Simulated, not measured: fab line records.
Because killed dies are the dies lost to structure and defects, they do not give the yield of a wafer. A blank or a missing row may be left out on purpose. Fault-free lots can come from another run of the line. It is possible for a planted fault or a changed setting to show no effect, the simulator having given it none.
Matching of chambers | flow gf180mcu | pecvd-04 running GF_V3_CVD_02: 3 sister chambers
The step deposits SiO2 from TEOS, target thk 850 nm, time 94.851 s. 6 wafers are shown with their chamber, then 8 later ones without.

## WAFERS PAIRED WITH THEIR CHAMBERS
wafer  | chamber | heater-power-w (W)
L995.4 | 1       | 616
L995.6 | 0       | 751
L997.1 | 2       | 649
L997.4 | 2       | 680
L997.5 | 1       | 503
L100.3 | 0       | 740

## WAFERS MISSING THEIR CHAMBER
wafer  | heater-power-w (W)
L100.4 | 668
L100.5 | 809
L101.1 | 635
L101.5 | 493
L101.6 | 598
L103.2 | 663
L103.4 | 693
L103.5 | 573

## WHICH CHAMBER EACH ONE RAN IN
wafer  | from the rows above          | in truth
L100.4 | can't be placed: 2 or 0      | 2
L100.5 | can't be placed: 0 or 2      | 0
L101.1 | can't be placed: 2 or 1 or 0 | 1
L101.5 | 1                            | 1
L101.6 | can't be placed: 1 or 2      | 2
L103.2 | can't be placed: 2 or 0      | 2
L103.4 | can't be placed: 2 or 0      | 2
L103.5 | can't be placed: 1 or 2      | 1
Correct placement for 1 of the 8. Unplaceable from these rows: 7, with the true chamber sitting among the candidates in 7. Wrongly placed: 0.
How it was worked out, from the rows above alone: a wafer's distance from a chamber is the root of the sum, over the readings, of the square of ((its reading less the chamber's mean) divided by the reading's scatter). The wafer belongs to the nearest chamber; if the next one is less than 2 further off, it can't be placed. For every chamber, the mean is computed from those of its wafers that are shown. How the scatter is found: for the shown wafers, subtract from each reading the mean of its chamber, square and add these, divide the total by (wafers less chambers), then take the root.
